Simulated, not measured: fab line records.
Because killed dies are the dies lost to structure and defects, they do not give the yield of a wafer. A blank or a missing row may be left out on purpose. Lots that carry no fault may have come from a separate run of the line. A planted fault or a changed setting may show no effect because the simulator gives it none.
Comparing a struck lot with a sound one -- flow sky130 -- 16 steps out of a route of 708
Sound: wafers L179.1, L179.4, L179.6. Struck: wafer L188.6 (L188.1, L188.4, from the same lot, were not struck and are left out); the cause is given at the end.
Each step with rows lists, per side, the tool, then ch with its chambers, then its first start. Under that, the readings that differ: sound wafers -- struck wafers -- difference of the means -- sigmas: that difference in standard deviations of wafers without a fault.
alike: readings whose means differ by less than 2 such deviations, and words and numbers that are the same on both sides. not compared: withheld readings, readings that some wafer has no value for, bounds like >300 that may hide the same value, and numbers for which the record gives no deviation and whose values overlap.
Wherever a step has rows on one side only, a row that says differs or no value, or a row with sigmas, the two part there. When numbers do not overlap yet have no deviation, they are printed without sigmas and do not part them. A reading that every wafer of one side lacks parts them only if that side has two wafers or more.

first, 2 steps without rows for these wafers: SKY_METAL3_PEB_11; SKY_METAL3_DEVELOP_12 (develop time 60 s).
SKY_METAL3_CD_MEAS_13 targets a cd of 300 nm.
  struck on cd_sem-02, day 42 23:23; sound on cd_sem-02, day 40 22:16
  alike: cd_nm
SKY_METAL3_OVL_MEAS_14:
  struck on overlay-02, day 42 23:30; sound on overlay-02, day 40 22:23
  alike: METAL3_OVL
then, 1 step without rows for these wafers: SKY_METAL3_DESCUM_15 (chemistry O2, time 8 s).
SKY_METAL3_ETCH_16: etches BARC in N2/H2, stops on SiO2, time 88.2 s, target depth 60 nm.
  sound on rie_metal-03 ch 0,1, day 40 22:27; struck on rie_metal-01 ch 1, day 42 23:34
reading,sound,struck,difference,sigmas
drypump_motor_current_A (A),5.6 5.6 5.3,6.5,+1.0,+3
  alike: oes_product_au, throttle_valve_pct
  not compared: rf_hours_counter_h
SKY_METAL3_ETCH_17: etches SiO2 in C4F8/O2/Ar, stops on TiN, time 3.9 s, target depth 15 nm.
  sound on rie_diel-01 ch 2,3, day 40 22:33; struck on rie_diel-02 ch 2, day 42 23:40
  alike: oes_product_au
SKY_METAL3_METAL_ETCH_18: etches the open film in Cl2/BCl3, stops on SiO2, target depth 845 nm, time 183.1 s.
  sound on rie_metal-01 ch 0,1, day 40 22:34; struck on rie_metal-02 ch 0, day 42 23:41
  alike: drypump_motor_current_A, mfc_cl2_sccm, oes_product_au, throttle_valve_pct
  not compared: rf_hours_counter_h
SKY_METAL3_STRIP_19: strips in O2/N2.
  sound on plasma_asher-02 ch 0,1, day 40 22:44; struck on plasma_asher-01 ch 0, day 42 23:52
reading,sound,struck,difference,sigmas
strip_time_to_endpoint_s (s),6.22 6.25 6.33,6.59,+0.32,+3
  alike: drypump_motor_current_A, o2_flow_sccm, oes_product_au
  not compared: rf_hours_counter_h
then, 3 steps without rows for these wafers: SKY_METAL3_STRIP_20 (strips in post etch residue remover, time 1200 s); SKY_METAL3_CLEAN_21 (cleans in IPA, time 180 s); SKY_METAL3_CLEAN_22 (cleans in O3/DIW).
SKY_VIA3_HDPCVD_00: deposits SiO2, target thk 1635 nm, time 272.5 s.
  sound on hdpcvd-01 ch 0,1,2, day 40 23:20; struck on hdpcvd-01 ch 1, day 43 00:28
reading,sound,struck,difference,sigmas
run_length_s (s),300.6 301.1 300.9,340.4,+39.5,+79
model.SiO2_of_VIA3_HDPCVD_00.thk_nm (nm),1683 1668 1643,1866,+201,
  alike: sih4_flow_sccm
SKY_VIA3_THK_MEAS_01:
  struck on film_metro-03, day 43 00:52; sound on film_metro-02, day 40 23:30
reading,sound,struck,difference,sigmas
VIA3_HDPCVD_THK (nm),1686 1668 1643,1868,+202,+11
  not compared: hold
SKY_VIA3_CMP_02: polishes SiO2.
  sound on cmp-01 ch 0,1, day 40 23:34; struck on cmp-01 ch 2, day 43 08:50
reading,sound,struck,difference,sigmas
hold,- - -,await_dispo/7.5h/release,no value on the sound wafers,
  alike: motor_current_A
-- the record jumps here: 6 days lie between the struck wafers' starts before and after (it left off in module VIA3 and takes up again in module PAD_OPEN, whose first step shown is number 708 of the route) --
SKY_PAD_OPEN_PROBE_99:
  struck on prober-02, day 49 11:02; sound on prober-01, day 47 19:56
reading,sound,struck,difference,sigmas
killed_at_M0_to_M3,41 43 31,51,+13,+2
killed_open,31 60 35,62,+20,+3
sort_bin_6_memory (%),4.7 6.9 5.5,7.9,+2.2,+2
  alike: defect_limited_yield, killed_at_M4_up, killed_at_contacts, killed_at_front_end, killed_at_other, killed_dies, killed_short, sort_bin_3_pad_short, sort_bin_5_function, sort_n_pass, sort_yield_pct

WHERE THEY PART
At SKY_METAL3_ETCH_16 first; at SKY_PAD_OPEN_PROBE_99 last (within this record only).

WHY: what the simulator had put in
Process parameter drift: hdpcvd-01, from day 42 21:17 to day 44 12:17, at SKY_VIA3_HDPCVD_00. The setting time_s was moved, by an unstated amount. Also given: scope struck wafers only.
